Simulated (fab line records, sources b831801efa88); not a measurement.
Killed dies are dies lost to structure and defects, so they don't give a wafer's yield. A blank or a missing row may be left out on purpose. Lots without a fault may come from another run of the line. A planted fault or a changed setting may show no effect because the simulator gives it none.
A struck lot beside a sound one | flow sky130 | 21 steps out of a route of 708
Sound: wafers L389.2, L389.3, L389.6. Struck: wafer L401.6. (L401.3 of the same lot was not struck and is left out.) The cause comes at the end.
At each step with rows: each side's tool, then ch and its chambers, then its first start. Under that, the readings that differ: sound wafers | struck wafers | difference of the means | sigmas: that difference in standard deviations of wafers without a fault.
alike: readings whose means differ by less than 2 such deviations, and words and numbers that are the same on both sides. not compared: withheld readings, readings that some wafer has no value for, bounds like >300 that may hide the same value, and numbers for which the record gives no deviation and whose values overlap.
The two part at a step that has a row with sigmas, a row that says differs or no value, or rows on one side only. Numbers that don't overlap but have no deviation are shown without sigmas and don't part them. A reading that every wafer of one side lacks parts them only if that side has two wafers or more.

SKY_METAL5_DESCUM_14: chemistry O2, time 11 s.
  sound on rie_metal-03 ch 0, day 44 14:13; struck on rie_metal-04 ch 0, day 47 20:26
  alike: drypump_motor_current_A, oes_product_au
  not compared: rf_hours_counter_h
SKY_METAL5_METAL_ETCH_15: etches the open film in Cl2/BCl3, stops on SiO2, target depth 1260 nm, time 252 s.
  sound on rie_metal-03 ch 0, day 44 14:15; struck on rie_metal-04 ch 0, day 47 20:32
  alike: drypump_motor_current_A, oes_product_au, throttle_valve_pct
  not compared: rf_hours_counter_h
SKY_METAL5_STRIP_16: strips in O2/N2.
  sound on plasma_asher-04 ch 0,1, day 44 14:29; struck on plasma_asher-04 ch 1, day 47 20:43
  alike: drypump_motor_current_A, oes_product_au, strip_time_to_endpoint_s
  not compared: rf_hours_counter_h
then, 3 steps without rows for these wafers: SKY_METAL5_STRIP_17 (strips in post etch residue remover, time 1200 s); SKY_METAL5_CLEAN_18 (cleans in IPA, time 180 s); SKY_METAL5_CLEAN_19 (cleans in O3/DIW).
SKY_PASSIVATION_CVD_00: deposits SiO2, target thk 90 nm.
  sound on pecvd-01 ch 1,2, day 44 15:05; struck on pecvd-01 ch 0, day 47 21:17
  alike: heater_power_w
SKY_PASSIVATION_THK_MEAS_01:
  sound on film_metro-03, day 44 15:07; struck on film_metro-04, day 47 21:19
  alike: PASSIVATION_CVD_00_THK
SKY_PASSIVATION_CVD_02: deposits Si3N4, target thk 540 nm.
  sound on pecvd-03 ch 1,2, day 44 15:10; struck on pecvd-03 ch 1, day 47 21:22
  reading            | sound       | struck | difference | sigmas
  heater_power_w (W) | 551 819 583 | 932    | +281       | +3
SKY_PASSIVATION_THK_MEAS_03:
  sound on film_metro-04, day 44 15:24; struck on film_metro-03, day 47 21:37
  alike: PASSIVATION_CVD_02_THK
then, 2 steps without rows for these wafers: SKY_PASSIVATION_DEHYDRATE_04 (time 60 s); SKY_PASSIVATION_HMDS_05 (prime time 60 s).
SKY_PASSIVATION_COAT_06: resist thk 3000 nm.
  sound on litho_track-03 ch 0, day 45 02:11; struck on litho_track-03 ch 0, day 48 06:28
  reading                                       | sound          | struck | difference | sigmas
  model.coat_of_PASSIVATION_COAT_06.thk_nm (nm) | 2989 2998 3000 | 3177   | +181       |
  alike: exhaust_pa, resist_line_temp_C
then, 4 steps without rows for these wafers: SKY_PASSIVATION_SOFTBAKE_07; SKY_PASSIVATION_EXPOSE_08 (exposes mask NSM, target cd 3000 nm); SKY_PASSIVATION_PEB_09; SKY_PASSIVATION_DEVELOP_10 (develop time 60 s).
SKY_PASSIVATION_ETCH_11: etches the open film in CF4/O2, stops on AlCu, target depth 725 nm, time 161.1 s.
  sound on rie_diel-01 ch 0,2, day 45 13:16; struck on rie_diel-04 ch 3, day 48 16:08
  reading                                       | sound          | struck | difference | sigmas
  model.coat_of_PASSIVATION_COAT_06.thk_nm (nm) | 2502 2515 2524 | 2695   | +181       |
  alike: cf4_flow_sccm, drypump_motor_current_A, oes_product_au, throttle_valve_pct
  not compared: rf_hours_counter_h
SKY_PASSIVATION_STRIP_12: strips in O2/N2.
  sound on plasma_asher-01 ch 0,1, day 45 13:22; struck on plasma_asher-02 ch 1, day 48 16:17
  reading                      | sound             | struck | difference | sigmas
  strip_time_to_endpoint_s (s) | 31.34 31.50 31.61 | 33.58  | +2.10      | +14
  alike: drypump_motor_current_A, oes_product_au
  not compared: rf_hours_counter_h
then, 1 step without rows for these wafers: SKY_PAD_OPEN_DEHYDRATE_00 (time 60 s).
SKY_PAD_OPEN_PROBE_99:
  the record has rows for the struck wafers here (prober-01, day 49 12:13) and none for the sound ones

WHERE THEY PART
First at SKY_PASSIVATION_CVD_02; last, within this record, at SKY_PAD_OPEN_PROBE_99.

WHY: what the simulator had put in
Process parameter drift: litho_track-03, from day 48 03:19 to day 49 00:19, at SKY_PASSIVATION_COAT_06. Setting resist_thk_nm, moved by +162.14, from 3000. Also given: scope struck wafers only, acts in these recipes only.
